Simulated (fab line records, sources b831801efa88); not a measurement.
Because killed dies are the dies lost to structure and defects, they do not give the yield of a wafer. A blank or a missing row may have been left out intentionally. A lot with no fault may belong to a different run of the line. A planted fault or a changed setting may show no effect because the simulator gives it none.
fab line records ; flow gf180mcu ; part 1 of 2: steps 1 to 25 of 35
record lots=5; wafers=15; lastDay=34
route steps=602 shown HV_LDD@209 NSD@235
lots that met no fault: taken from a fault-free run of the same line
startH: hours from the record's first day to the start of the lot's first wafer shown ; waitH: hours elapsed since this lot's preceding step ; " the same as in the row above ; L1.1+2: a single row standing in for several wafers ; - no value, or no start given ; * or withheld: withheld ; < > ~ a bound
route shown NAME@n: NAME is a module with steps in the file, n the number in the route of the first one ; usual: mean/standard deviation taken from wafers without a fault ; same: alike in all rows ; chamber/n: place in a boat ; sites: each site's reading ; _std_site: their standard deviation ; _edge_site: outer sites' mean less inner sites' ; radiusMm: for every site, how far away it sits from the centre of the wafer ; mask NAME#n: copy n ; behind: the tool/chamber that last shaped the wafer ; hold: reason for holding the lot/hours on hold/outcome of the hold ; device: whichever transistor did not switch (one of n, p or np) ; end of line: the route-end tests of the same wafers ; a step given without rows: its recipe and nothing more ; killed: dies that structure and defects cost at the first sort, which is not the same as the wafer's yield ; map: a wafer's dies, x killed, . not, _ none there
set.NAME: the run value of the setting; set.NAME@STEP: its run value at that earlier step ; model.NAME: the simulator's own value behind a step, which no gauge read
lots seen at some steps along the route; tables by step, rows by wafer
services: the hour from which a tool's chamber was out of use, counted from the record's first day as startH (under 0 if before that day), plus the number of hours and why
## steps
# step GF_HV_LDD_IMPLANT_33
# recipe species=P; energyKev=60; doseCm2=7.5e+12; tiltDeg=30; rotationDeg=0
lot.wafer;tool;chamber;startH;waitH
L079.2+3+6;implanter-01;0;307.86;0.0
L081.1+2+4;implanter-02;0;311.19;0.0
L082.1+2+6;implanter-02;0;323.83;0.0
L089.3+4+5;implanter-01;0;379.38;0.1
L097.2+3+5;implanter-04;0;433.11;0.0
# step GF_HV_LDD_IMPLANT_34
# recipe species=P; energyKev=60; doseCm2=7.5e+12; tiltDeg=30; rotationDeg=90
lot.wafer;tool;chamber;startH;waitH
L079.2+3+6;implanter-01;0;308.01;0.1
L081.1+2+4;implanter-02;0;311.34;0.1
L082.1+2+6;implanter-02;0;323.98;0.1
L089.3+4+5;implanter-01;0;379.53;0.1
L097.2+3+5;implanter-04;0;433.26;0.1
# step GF_HV_LDD_IMPLANT_35
# recipe species=P; energyKev=60; doseCm2=7.5e+12; tiltDeg=30; rotationDeg=180
lot.wafer;tool;chamber;startH;waitH
L079.2+3+6;implanter-01;0;308.16;0.1
L081.1+2+4;implanter-02;0;311.49;0.1
L082.1+2+6;implanter-02;0;324.13;0.1
L089.3+4+5;implanter-01;0;379.68;0.1
L097.2+3+5;implanter-04;0;433.41;0.1
# step GF_HV_LDD_IMPLANT_36
# recipe species=P; energyKev=60; doseCm2=7.5e+12; tiltDeg=30; rotationDeg=270
lot.wafer;tool;chamber;startH;waitH
L079.2+3+6;implanter-01;0;308.31;0.1
L081.1+2+4;implanter-02;0;311.64;0.1
L082.1+2+6;implanter-02;0;324.28;0.1
L089.3+4+5;implanter-01;0;379.83;0.1
L097.2+3+5;implanter-04;0;433.56;0.1
# step GF_HV_LDD_STRIP_37
# recipe chemistry=O2/N2; powerW=1400; pressureMtorr=1500; platenTempC=250; o2FlowSccm=3000; n2FlowSccm=300; overashFraction=0.5
# usual drypumpMotorCurrentA=6.3/0.46; heaterPowerW=343/29; o2FlowSccm=3000/8.9; oesProductAu=0.715/0.0044; stripTimeToEndpointS=12.62/0.038
lot.wafer;tool;chamber;startH;waitH;drypumpMotorCurrentA;heaterPowerW;o2FlowSccm;oesProductAu;rfHoursCounterH;stripTimeToEndpointS
L079.2;plasmaAsher-04;1;308.43;0.1;6.5;391;2990;0.712;67;12.60
L079.3;plasmaAsher-04;0;308.43;0.1;5.3;333;3002;0.713;-;12.61
L079.6;plasmaAsher-04;0;308.43;0.1;5.3;338;3006;0.713;-;12.61
L081.1;plasmaAsher-04;0;311.79;0.1;5.3;339;3000;0.726;68;12.58
L081.2;plasmaAsher-04;1;311.79;0.1;6.5;392;2984;0.719;68;12.58
L081.4;plasmaAsher-04;0;311.79;0.1;5.3;332;2995;0.705;-;12.59
L082.1;plasmaAsher-04;0;324.43;0.1;5.3;340;2998;0.712;69;12.58
L082.2;plasmaAsher-04;1;324.43;0.1;6.5;401;2998;0.717;69;12.61
L082.6;plasmaAsher-04;1;324.43;0.1;6.4;403;3006;0.717;-;12.61
L089.3;plasmaAsher-01;0;379.96;0.1;6.3;353;2996;0.721;-;12.61
L089.4;plasmaAsher-01;1;379.96;0.1;6.2;325;3018;0.713;-;12.66
L089.5;plasmaAsher-01;1;379.96;0.1;6.2;329;3000;0.716;-;12.68
L097.2;plasmaAsher-01;0;433.68;0.1;6.3;361;3006;0.714;76;12.67
L097.3;plasmaAsher-01;0;433.68;0.1;6.3;356;3013;0.721;-;12.68
L097.5;plasmaAsher-01;0;433.68;0.1;6.3;348;3007;0.714;-;12.63
# step GF_HV_LDD_TW_MEAS_38
# usual HV_LDD_3_TW=1437/17
lot.wafer;tool;chamber;startH;waitH;HV_LDD_3_TW
L079.2;filmMetro-01;-;308.54;0.1;1411
L079.3;filmMetro-01;-;308.54;0.1;1409
L079.6;filmMetro-01;-;308.54;0.1;1415
L081.1;filmMetro-01;-;311.89;0.1;1416
L081.2;filmMetro-01;-;311.89;0.1;1418
L081.4;filmMetro-01;-;311.89;0.1;1416
L082.1;filmMetro-04;-;324.53;0.1;1445
L082.2;filmMetro-04;-;324.53;0.1;1437
L082.6;filmMetro-04;-;324.53;0.1;1434
L089.3;filmMetro-01;-;380.05;0.1;1410
L089.4;filmMetro-01;-;380.05;0.1;1410
L089.5;filmMetro-01;-;380.05;0.1;1404
L097.2;filmMetro-03;-;433.79;0.1;1447
L097.3;filmMetro-03;-;433.79;0.1;1456
L097.5;filmMetro-03;-;433.79;0.1;1454
# step GF_HV_LDD_DEHYDRATE_39
# recipe tempC=200; timeS=60
# usual chillPlateTempC=23.01/0.1; plateTempC=199.99/0.16
lot.wafer;tool;chamber;startH;waitH;chillPlateTempC;plateTempC
L079.2;lithoTrack-03;0;317.75;9.2;22.89;199.96
L079.3;lithoTrack-03;0;317.75;9.2;23.09;199.87
L079.6;lithoTrack-03;0;317.75;9.2;23.09;199.85
L081.1;lithoTrack-02;0;321.52;9.6;23.09;200.07
L081.2;lithoTrack-02;0;321.52;9.6;22.95;200.16
L081.4;lithoTrack-02;0;321.52;9.6;23.11;200.19
L082.1;lithoTrack-03;0;334.08;9.5;22.99;200.00
L082.2;lithoTrack-03;0;334.08;9.5;23.07;200.00
L082.6;lithoTrack-03;0;334.08;9.5;23.12;199.96
L089.3;lithoTrack-03;0;391.18;11.1;22.96;199.92
L089.4;lithoTrack-03;0;391.18;11.1;22.95;200.33
L089.5;lithoTrack-03;0;391.18;11.1;23.08;200.37
L097.2;lithoTrack-03;0;446.25;12.4;22.99;199.82
L097.3;lithoTrack-03;0;446.25;12.4;23.12;199.89
L097.5;lithoTrack-03;0;446.25;12.4;23.11;199.93
# step GF_HV_LDD_HMDS_40
# recipe primeTimeS=60; primeTempC=120
# usual chillPlateTempC=22.99/0.11
lot.wafer;tool;chamber;startH;waitH;chillPlateTempC
L079.2;lithoTrack-03;0;317.90;0.1;22.97
L079.3;lithoTrack-03;0;317.90;0.1;23.01
L079.6;lithoTrack-03;0;317.90;0.1;23.02
L081.1;lithoTrack-02;0;321.67;0.1;22.97
L081.2;lithoTrack-02;0;321.67;0.1;23.19
L081.4;lithoTrack-02;0;321.67;0.1;22.86
L082.1;lithoTrack-03;0;334.23;0.1;22.92
L082.2;lithoTrack-03;0;334.23;0.1;22.82
L082.6;lithoTrack-03;0;334.23;0.1;22.76
L089.3;lithoTrack-03;0;391.33;0.1;22.88
L089.4;lithoTrack-03;0;391.33;0.1;22.85
L089.5;lithoTrack-03;0;391.33;0.1;23.00
L097.2;lithoTrack-03;0;446.40;0.1;23.04
L097.3;lithoTrack-03;0;446.40;0.1;22.93
L097.5;lithoTrack-03;0;446.40;0.1;22.98
# step GF_HV_LDD_COAT_41
# recipe resist=NOVOLAK; spinRpm=3000; resistThkNm=1000
# usual chillPlateTempC=23.03/0.087; spinSpeedRpm=2999.9/1.9
lot.wafer;tool;chamber;startH;waitH;chillPlateTempC;spinSpeedRpm
L079.2;lithoTrack-03;0;318.05;0.1;23.05;2997.4
L079.3;lithoTrack-03;0;318.05;0.1;23.06;2999.6
L079.6;lithoTrack-03;0;318.05;0.1;22.92;2999.2
L081.1;lithoTrack-02;0;321.82;0.1;23.07;3000.3
L081.2;lithoTrack-02;0;321.82;0.1;23.10;2999.1
L081.4;lithoTrack-02;0;321.82;0.1;23.03;2999.9
L082.1;lithoTrack-03;0;334.38;0.1;23.10;3004.7
L082.2;lithoTrack-03;0;334.38;0.1;23.09;3000.0
L082.6;lithoTrack-03;0;334.38;0.1;23.04;3000.6
L089.3;lithoTrack-03;0;391.48;0.1;23.13;2999.6
L089.4;lithoTrack-03;0;391.48;0.1;23.03;3003.7
L089.5;lithoTrack-03;0;391.48;0.1;23.10;3002.2
L097.2;lithoTrack-03;0;446.55;0.1;23.08;3001.5
L097.3;lithoTrack-03;0;446.55;0.1;23.21;2998.4
L097.5;lithoTrack-03;0;446.55;0.1;23.15;3001.2
# step GF_HV_LDD_SOFTBAKE_42
# recipe tempC=90; timeS=60; resist=NOVOLAK
# usual chillPlateTempC=23.00/0.1; plateTempC=90.05/0.13
lot.wafer;tool;chamber;startH;waitH;chillPlateTempC;plateTempC
L079.2;lithoTrack-03;0;318.20;0.1;23.01;89.90
L079.3;lithoTrack-03;0;318.20;0.1;22.95;89.94
L079.6;lithoTrack-03;0;318.20;0.1;23.06;90.03
L081.1;lithoTrack-02;0;321.97;0.1;23.13;90.11
L081.2;lithoTrack-02;0;321.97;0.1;22.93;90.11
L081.4;lithoTrack-02;0;321.97;0.1;23.03;90.02
L082.1;lithoTrack-03;0;334.53;0.1;22.93;89.62
L082.2;lithoTrack-03;0;334.53;0.1;22.73;89.75
L082.6;lithoTrack-03;0;334.53;0.1;23.01;89.80
L089.3;lithoTrack-03;0;391.63;0.1;23.07;89.91
L089.4;lithoTrack-03;0;391.63;0.1;22.94;90.00
L089.5;lithoTrack-03;0;391.63;0.1;23.19;90.07
L097.2;lithoTrack-03;0;446.70;0.1;22.90;89.94
L097.3;lithoTrack-03;0;446.70;0.1;22.97;89.98
L097.5;lithoTrack-03;0;446.70;0.1;23.07;89.90
# step GF_HV_LDD_EXPOSE_43
# recipe maskId=Pplus_HV_AREA; targetCdNm=400; na=0.6; sourceShape=conventional; sigmaOuter=0.6; doseMj=140
# usual focusOffsetNm=0.0/0.49
lot.wafer;tool;chamber;startH;waitH;mask;focusOffsetNm
L079.2;ilineStepper-01;0;-;-;Pplus_HV_AREA#0;0.4
L079.3;ilineStepper-01;0;-;-;Pplus_HV_AREA#0;-0.6
L079.6;ilineStepper-01;0;-;-;Pplus_HV_AREA#0;0.2
L081.1;ilineStepper-02;0;-;-;Pplus_HV_AREA#0;-0.6
L081.2;ilineStepper-02;0;-;-;Pplus_HV_AREA#0;-0.3
L081.4;ilineStepper-02;0;-;-;Pplus_HV_AREA#0;0.4
L082.1;ilineStepper-02;0;-;-;Pplus_HV_AREA#0;0.7
L082.2;ilineStepper-02;0;-;-;Pplus_HV_AREA#0;0.2
L082.6;ilineStepper-02;0;-;-;Pplus_HV_AREA#0;-0.4
L089.3;ilineStepper-01;0;-;-;Pplus_HV_AREA#0;-1.2
L089.4;ilineStepper-01;0;-;-;Pplus_HV_AREA#0;-0.6
L089.5;ilineStepper-01;0;-;-;Pplus_HV_AREA#0;-1.1
L097.2;ilineStepper-02;0;-;-;Pplus_HV_AREA#0;0.2
L097.3;ilineStepper-02;0;-;-;Pplus_HV_AREA#0;-0.7
L097.5;ilineStepper-02;0;-;-;Pplus_HV_AREA#0;0.8
# step GF_HV_LDD_PEB_44
# recipe tempC=withheld; timeS=*; resist=NOVOLAK
# usual chillPlateTempC=*
lot.wafer;tool;chamber;startH;waitH;chillPlateTempC
L079.2;lithoTrack-03;0;-;-;*
L079.3;lithoTrack-03;0;-;-;*
L079.6;lithoTrack-03;0;-;-;*
L081.1;lithoTrack-04;0;-;-;*
L081.2;lithoTrack-04;0;-;-;*
L081.4;lithoTrack-04;0;-;-;*
L082.1;lithoTrack-04;0;-;-;*
L082.2;lithoTrack-04;0;-;-;*
L082.6;lithoTrack-04;0;-;-;*
L089.3;lithoTrack-02;0;-;-;*
L089.4;lithoTrack-02;0;-;-;*
L089.5;lithoTrack-02;0;-;-;*
L097.2;lithoTrack-03;0;-;-;*
L097.3;lithoTrack-03;0;-;-;*
L097.5;lithoTrack-03;0;-;-;*
# step GF_HV_LDD_DEVELOP_45
# recipe developTimeS=60; devTempC=23
# usual chillPlateTempC=22.97/0.099
lot.wafer;tool;chamber;startH;waitH;chillPlateTempC
L079.2;lithoTrack-03;0;328.60;0.1;23.02
L079.3;lithoTrack-03;0;328.60;0.1;23.10
L079.6;lithoTrack-03;0;328.60;0.1;23.01
L081.1;lithoTrack-04;0;332.24;0.1;22.91
L081.2;lithoTrack-04;0;332.24;0.1;22.87
L081.4;lithoTrack-04;0;332.24;0.1;22.88
L082.1;lithoTrack-04;0;345.74;0.1;22.87
L082.2;lithoTrack-04;0;345.74;0.1;22.84
L082.6;lithoTrack-04;0;345.74;0.1;22.81
L089.3;lithoTrack-02;0;403.62;0.1;22.90
L089.4;lithoTrack-02;0;403.62;0.1;23.06
L089.5;lithoTrack-02;0;403.62;0.1;23.06
L097.2;lithoTrack-03;0;458.25;0.1;23.01
L097.3;lithoTrack-03;0;458.25;0.1;22.97
L097.5;lithoTrack-03;0;458.25;0.1;22.94
# step GF_HV_LDD_CD_MEAS_46
# recipe targetCdNm=400
# usual cdNm=399.8/2
lot.wafer;tool;chamber;startH;waitH;cdNm
L079.2;cdSem-01;-;328.75;0.1;399.9
L079.3;cdSem-01;-;328.75;0.1;400.9
L079.6;cdSem-01;-;328.75;0.1;398.9
L081.1;cdSem-02;-;332.39;0.1;401.0
L081.2;cdSem-02;-;332.39;0.1;402.6
L081.4;cdSem-02;-;332.39;0.1;402.9
L082.1;cdSem-01;-;345.89;0.1;399.9
L082.2;cdSem-01;-;345.89;0.1;400.9
L082.6;cdSem-01;-;345.89;0.1;403.0
L089.3;cdSem-02;-;403.76;0.1;400.4
L089.4;cdSem-02;-;403.76;0.1;400.3
L089.5;cdSem-02;-;403.76;0.1;400.2
L097.2;cdSem-01;-;458.40;0.1;398.9
L097.3;cdSem-01;-;458.40;0.1;398.8
L097.5;cdSem-01;-;458.40;0.1;398.8
# step GF_HV_LDD_OVL_MEAS_47
# usual HV_LDD_03_OVL=-0.6/1.7
lot.wafer;tool;chamber;startH;waitH;HV_LDD_03_OVL[nm]
L079.2;overlay-01;-;328.85;0.1;-2.5
L079.3;overlay-01;-;328.85;0.1;0.4
L079.6;overlay-01;-;328.85;0.1;-0.2
L081.1;overlay-02;-;332.51;0.1;2.1
L081.2;overlay-02;-;332.51;0.1;1.7
L081.4;overlay-02;-;332.51;0.1;0.2
L082.1;overlay-01;-;346.01;0.1;1.9
L082.2;overlay-01;-;346.01;0.1;0.9
L082.6;overlay-01;-;346.01;0.1;-0.2
L089.3;overlay-01;-;403.85;0.1;-2.6
L089.4;overlay-01;-;403.85;0.1;0.6
L089.5;overlay-01;-;403.85;0.1;0.3
L097.2;overlay-02;-;458.50;0.1;0.3
L097.3;overlay-02;-;458.50;0.1;0.8
L097.5;overlay-02;-;458.50;0.1;0.4
# step GF_HV_LDD_IMPLANT_48
# recipe species=B; energyKev=25; doseCm2=3e+13; tiltDeg=7
lot.wafer;tool;chamber;startH;waitH
L079.2+3+6;implanter-01;0;328.91;0.0
L081.1+2+4;implanter-02;0;332.54;0.0
L082.1+2+6;implanter-04;0;346.04;0.0
L089.3+4+5;implanter-04;0;403.93;0.1
L097.2+3+5;implanter-04;0;458.56;0.0
# step GF_HV_LDD_STRIP_49
# recipe chemistry=O2/N2; powerW=1400; pressureMtorr=1500; platenTempC=250; o2FlowSccm=3000; n2FlowSccm=300; overashFraction=0.5
# usual drypumpMotorCurrentA=6.2/0.44; heaterPowerW=343/28; o2FlowSccm=3001/10; oesProductAu=0.716/0.0046; stripTimeToEndpointS=12.62/0.032
lot.wafer;tool;chamber;startH;waitH;drypumpMotorCurrentA;heaterPowerW;o2FlowSccm;oesProductAu;rfHoursCounterH;stripTimeToEndpointS
L079.2;plasmaAsher-01;0;329.03;0.1;6.3;352;3012;0.720;65;12.66
L079.3;plasmaAsher-01;1;329.03;0.1;6.2;320;2977;0.721;-;12.64
L079.6;plasmaAsher-01;1;329.03;0.1;6.2;321;2987;0.721;-;12.62
L081.1;plasmaAsher-01;1;332.69;0.1;6.3;330;3016;0.707;66;12.59
L081.2;plasmaAsher-01;0;332.69;0.1;6.3;344;3002;0.720;66;12.57
L081.4;plasmaAsher-01;1;332.69;0.1;6.3;318;2999;0.722;-;12.58
L082.1;plasmaAsher-03;1;346.19;0.1;6.5;346;2983;0.716;56;12.63
L082.2;plasmaAsher-03;0;346.19;0.1;6.7;318;3005;0.716;56;12.63
L082.6;plasmaAsher-03;0;346.19;0.1;6.7;315;3006;0.721;-;12.63
L089.3;plasmaAsher-03;1;404.06;0.1;6.5;346;3000;0.717;-;12.61
L089.4;plasmaAsher-03;0;404.06;0.1;6.7;309;2991;0.715;-;12.66
L089.5;plasmaAsher-03;0;404.06;0.1;6.7;315;2995;0.714;-;12.64
L097.2;plasmaAsher-01;1;458.68;0.1;6.3;308;3008;0.714;79;12.66
L097.3;plasmaAsher-01;0;458.68;0.1;6.3;345;3022;0.714;-;12.68
L097.5;plasmaAsher-01;0;458.68;0.1;6.3;349;3002;0.717;-;12.67
# step GF_HV_LDD_TW_MEAS_50
# usual HV_LDD_4_TW=569/5.9
lot.wafer;tool;chamber;startH;waitH;HV_LDD_4_TW
L079.2;filmMetro-04;-;329.14;0.1;571
L079.3;filmMetro-04;-;329.14;0.1;573
L079.6;filmMetro-04;-;329.14;0.1;570
L081.1;filmMetro-01;-;332.79;0.1;558
L081.2;filmMetro-01;-;332.79;0.1;559
L081.4;filmMetro-01;-;332.79;0.1;561
L082.1;filmMetro-04;-;346.29;0.1;570
L082.2;filmMetro-04;-;346.29;0.1;568
L082.6;filmMetro-04;-;346.29;0.1;570
L089.3;filmMetro-01;-;404.15;0.1;565
L089.4;filmMetro-01;-;404.15;0.1;562
L089.5;filmMetro-01;-;404.15;0.1;561
L097.2;filmMetro-03;-;458.79;0.1;575
L097.3;filmMetro-03;-;458.79;0.1;573
L097.5;filmMetro-03;-;458.79;0.1;576
# step GF_HV_LDD_CLEAN_51
# recipe chemistry=SC1/SC2; mix=1:4:20; tempC=70; timeS=150; dry=n2Spin
# usual bathHeatDutyPct=13.0/1.1
lot.wafer;tool;chamber;startH;waitH;bathHeatDutyPct
L079.2;wetBench-02;0;329.19;0.0;13.3
L079.3;wetBench-02;0;329.19;0.0;13.5
L079.6;wetBench-02;0;329.19;0.0;14.5
L081.1;wetBench-01;1;332.85;0.1;12.4
L081.2;wetBench-01;1;332.85;0.1;11.8
L081.4;wetBench-01;1;332.85;0.1;13.4
L082.1;wetBench-04;2;346.35;0.1;14.0
L082.2;wetBench-04;2;346.35;0.1;13.8
L082.6;wetBench-04;2;346.35;0.1;14.8
L089.3;wetBench-01;1;404.19;0.0;12.7
L089.4;wetBench-01;1;404.19;0.0;12.9
L089.5;wetBench-01;1;404.19;0.0;12.3
L097.2;wetBench-04;1;458.84;0.0;13.0
L097.3;wetBench-04;1;458.84;0.0;12.9
L097.5;wetBench-04;1;458.84;0.0;12.8
# step GF_HV_LDD_RTA_52
# recipe tempC=1000; timeS=10; ambient=N2
# usual lampPowerPct=31.5/0.86; wafer_temp_C_max=1003.5/1
lot.wafer;tool;chamber;startH;waitH;lampPowerPct;wafer_temp_C_max
L079.2;rtpAnneal-01;0;329.26;0.0;31.1;1004.0
L079.3;rtpAnneal-01;0;329.26;0.0;31.1;1003.4
L079.6;rtpAnneal-01;0;329.26;0.0;31.1;1003.2
L081.1;rtpAnneal-01;0;332.90;0.0;31.1;1003.3
L081.2;rtpAnneal-01;0;332.90;0.0;31.1;1002.9
L081.4;rtpAnneal-01;0;332.90;0.0;31.1;1004.1
L082.1;rtpAnneal-01;0;346.57;0.2;31.1;1004.0
L082.2;rtpAnneal-01;0;346.57;0.2;31.2;1004.3
L082.6;rtpAnneal-01;0;346.57;0.2;31.1;1004.4
L089.3;rtpAnneal-01;0;404.27;0.0;31.1;1002.8
L089.4;rtpAnneal-01;0;404.27;0.0;31.1;1003.5
L089.5;rtpAnneal-01;0;404.27;0.0;31.1;1003.3
L097.2;rtpAnneal-01;0;458.90;0.0;31.1;1002.9
L097.3;rtpAnneal-01;0;458.90;0.0;31.1;1003.3
L097.5;rtpAnneal-01;0;458.90;0.0;31.1;1003.6
# step GF_HV_LDD_RS_MEAS_53
# recipe thkMeasGauge=four-point-probe
# usual HV_LDD_RS=417.9/0.91
lot.wafer;tool;chamber;startH;waitH;HV_LDD_RS[ohm/sq]
L079.2;filmMetro-01;-;329.34;0.1;419.6
L079.3;filmMetro-01;-;329.34;0.1;417.4
L079.6;filmMetro-01;-;329.34;0.1;417.8
L081.1;filmMetro-04;-;332.97;0.1;418.3
L081.2;filmMetro-04;-;332.97;0.1;418.3
L081.4;filmMetro-04;-;332.97;0.1;418.3
L082.1;filmMetro-01;-;346.71;0.1;417.3
L082.2;filmMetro-01;-;346.71;0.1;419.2
L082.6;filmMetro-01;-;346.71;0.1;418.0
L089.3;filmMetro-03;-;404.35;0.1;418.7
L089.4;filmMetro-03;-;404.35;0.1;417.3
L089.5;filmMetro-03;-;404.35;0.1;418.4
L097.2;filmMetro-03;-;458.98;0.1;418.5
L097.3;filmMetro-03;-;458.98;0.1;417.7
L097.5;filmMetro-03;-;458.98;0.1;417.4
# step GF_HV_LDD_CVD_54
# recipe material=SiO2; targetThkNm=10; precursor=TEOS; tempC=680; timeS=75; pressureMtorr=400
# usual spikeTcTopC=698.0/1.7
lot.wafer;tool;chamber;startH;waitH;spikeTcTopC
L079.2;lpcvd-01;0;329.44;0.1;698.4
L079.3;lpcvd-01;0;329.44;0.1;697.5
L079.6;lpcvd-01;0;329.44;0.1;696.4
L081.1;lpcvd-02;1;333.11;0.1;700.0
L081.2;lpcvd-02;1;333.11;0.1;700.0
L081.4;lpcvd-02;1;333.11;0.1;697.0
L082.1;lpcvd-01;0;346.83;0.1;695.8
L082.2;lpcvd-01;0;346.83;0.1;697.2
L082.6;lpcvd-01;0;346.83;0.1;697.7
L089.3;lpcvd-01;0;404.43;0.1;696.9
L089.4;lpcvd-01;0;404.43;0.1;695.5
L089.5;lpcvd-01;0;404.43;0.1;696.6
L097.2;lpcvd-02;0;459.08;0.1;697.4
L097.3;lpcvd-02;0;459.08;0.1;697.2
L097.5;lpcvd-02;0;459.08;0.1;694.8
# step GF_HV_LDD_THK_MEAS_55
# recipe reads=SiO2_of_HV_LDD_CVD_54
# usual HV_LDD_CVD_54_THK=9.96/0.13
lot.wafer;tool;chamber;startH;waitH;HV_LDD_CVD_54_THK[nm]
L079.2;filmMetro-03;-;330.47;0.0;9.85
L079.3;filmMetro-03;-;330.47;0.0;9.85
L079.6;filmMetro-03;-;330.47;0.0;9.79
L081.1;filmMetro-04;-;334.13;0.0;10.04
L081.2;filmMetro-04;-;334.13;0.0;9.89
L081.4;filmMetro-04;-;334.13;0.0;9.95
L082.1;filmMetro-03;-;347.85;0.0;9.72
L082.2;filmMetro-03;-;347.85;0.0;9.75
L082.6;filmMetro-03;-;347.85;0.0;9.74
L089.3;filmMetro-01;-;405.47;0.0;9.96
L089.4;filmMetro-01;-;405.47;0.0;9.89
L089.5;filmMetro-01;-;405.47;0.0;9.77
L097.2;filmMetro-03;-;460.11;0.0;9.87
L097.3;filmMetro-03;-;460.11;0.0;9.88
L097.5;filmMetro-03;-;460.11;0.0;9.91
# step GF_HV_LDD_CVD_56
# recipe material=Si3N4; precursor=DCS/NH3; targetThkNm=90; tempC=770; timeS=1543; pressureMtorr=250
# usual spikeTcTopC=785.4/1.5
lot.wafer;tool;chamber;startH;waitH;spikeTcTopC
L079.2;lpcvd-01;0;330.52;0.0;782.7
L079.3;lpcvd-01;0;330.52;0.0;782.8
L079.6;lpcvd-01;0;330.52;0.0;784.2
L081.1;lpcvd-02;0;334.19;0.1;785.1
L081.2;lpcvd-02;0;334.19;0.1;786.2
L081.4;lpcvd-02;0;334.19;0.1;783.9
L082.1;lpcvd-01;1;347.91;0.1;787.8
L082.2;lpcvd-01;1;347.91;0.1;786.1
L082.6;lpcvd-01;1;347.91;0.1;785.6
L089.3;lpcvd-02;1;405.51;0.0;788.7
L089.4;lpcvd-02;1;405.51;0.0;787.4
L089.5;lpcvd-02;1;405.51;0.0;785.0
L097.2;lpcvd-02;1;460.16;0.0;786.0
L097.3;lpcvd-02;1;460.16;0.0;786.6
L097.5;lpcvd-02;1;460.16;0.0;786.1
# step GF_HV_LDD_THK_MEAS_57
# recipe reads=Si3N4_of_HV_LDD_CVD_56
# usual HV_LDD_CVD_56_THK=89.8/0.89
lot.wafer;tool;chamber;startH;waitH;HV_LDD_CVD_56_THK[nm]
L079.2;filmMetro-01;-;331.96;0.0;90.7
L079.3;filmMetro-01;-;331.96;0.0;90.7
L079.6;filmMetro-01;-;331.96;0.0;91.0
L081.1;filmMetro-04;-;335.62;0.0;90.2
L081.2;filmMetro-04;-;335.62;0.0;90.8
L081.4;filmMetro-04;-;335.62;0.0;90.3
L082.1;filmMetro-04;-;349.34;0.0;88.0
L082.2;filmMetro-04;-;349.34;0.0;88.1
L082.6;filmMetro-04;-;349.34;0.0;88.8
L089.3;filmMetro-01;-;406.96;0.0;91.1
L089.4;filmMetro-01;-;406.96;0.0;90.8
L089.5;filmMetro-01;-;406.96;0.0;90.8
L097.2;filmMetro-03;-;461.60;0.0;89.8
L097.3;filmMetro-03;-;461.60;0.0;89.5
L097.5;filmMetro-03;-;461.60;0.0;89.7
